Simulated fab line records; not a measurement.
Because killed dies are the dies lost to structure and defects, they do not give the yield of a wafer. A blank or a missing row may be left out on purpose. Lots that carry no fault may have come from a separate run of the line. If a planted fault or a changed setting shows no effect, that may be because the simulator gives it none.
Comparing a struck lot with a sound one | flow sky130 | 14 out of 708 route steps
Sound: the wafers L749.3, L749.5, L749.6. Wafers L753.3, L753.4, L753.5 were the ones struck. The cause is given at the end.
Per side, at each step with rows, come the tool, then ch with its chambers, and then its first start. Under that, the readings that differ: sound wafers | struck wafers | difference of the means | sigmas: that difference in standard deviations of wafers without a fault.
alike: readings with means less than 2 such deviations apart, plus words and numbers identical on both sides. not compared: withheld readings, readings lacking a value on some wafer, bounds such as >300 that could conceal the same value, and numbers that have no deviation in the record and whose values overlap.
The two part at a step that has a row with sigmas, a row that says differs or no value, or rows on one side only. When numbers do not overlap yet have no deviation, they are printed without sigmas and do not part them. A reading missing from all wafers of one side parts the sides only when that side holds two or more wafers.

first, 2 steps without rows for these wafers: SKY_PASSIVATION_PEB_09; SKY_PASSIVATION_DEVELOP_10 (develop time 60 s).
SKY_PASSIVATION_ETCH_11: etches the open film in CF4/O2, stops on AlCu, target depth 725 nm, time 161.1 s.
  sound on rie-diel-01 ch 0,2,3, day 46 15:05; struck on rie-diel-01 ch 0,1,2, day 48 01:13
  alike: bias-w, drypump-motor-current-A, oes-product-au, throttle-valve-pct
  not compared: rf-hours-counter-h
SKY_PASSIVATION_STRIP_12: strips in O2/N2.
  sound on plasma-asher-04 ch 0,1, day 46 15:14; struck on plasma-asher-02 ch 0,1, day 48 01:21
  alike: chamber-pressure-mTorr, drypump-motor-current-A, oes-product-au, strip-time-to-endpoint-s
  not compared: rf-hours-counter-h
then, 7 steps without rows for these wafers: SKY_PAD_OPEN_DEHYDRATE_00 (time 60 s); SKY_PAD_OPEN_HMDS_01 (prime time 60 s); SKY_PAD_OPEN_COAT_02 (resist thk 3000 nm); SKY_PAD_OPEN_SOFTBAKE_03; SKY_PAD_OPEN_EXPOSE_04 (exposes mask PDM, target cd 60000 nm); SKY_PAD_OPEN_PEB_05; SKY_PAD_OPEN_DEVELOP_06 (develop time 60 s).
SKY_PAD_OPEN_ETCH_07: etches the open film in CF4/O2, stops on AlCu, target depth 725 nm, time 161.1 s.
  sound on rie-diel-04 ch 0,1,3, day 47 11:04; struck on rie-diel-04 ch 0,2,3, day 48 20:17
  alike: bias-w, drypump-motor-current-A, oes-product-au, throttle-valve-pct
  not compared: rf-hours-counter-h
SKY_PAD_OPEN_STRIP_08: strips in O2/N2.
  sound on plasma-asher-02 ch 0,1, day 47 11:13; struck on plasma-asher-02 ch 0,1, day 48 20:25
  no value came back on the struck wafers for chamber-pressure-mTorr (mTorr), drypump-motor-current-A (A), oes-product-au (a.u.), strip-time-to-endpoint-s (s); on the sound wafers chamber-pressure-mTorr (mTorr) reads 1501.1 1503.3 1500.8
  reading                                    | sound | struck         | difference | sigmas
  model.coat_of_PAD_OPEN_COAT_02.thk-nm (nm) | 0 0 0 | 2998 2992 2993 | +2994      |
  not compared: rf-hours-counter-h
then, 1 step without rows for these wafers: SKY_PAD_OPEN_STRIP_09 (strips in post etch residue remover, time 1200 s).

## WHERE THEY PART
Within this record, at SKY_PAD_OPEN_STRIP_08 only.

WHY: the cause the simulator had injected
Step skipped in full: plasma-asher-02, at SKY_PAD_OPEN_STRIP_08, from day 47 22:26 onward. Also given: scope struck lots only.
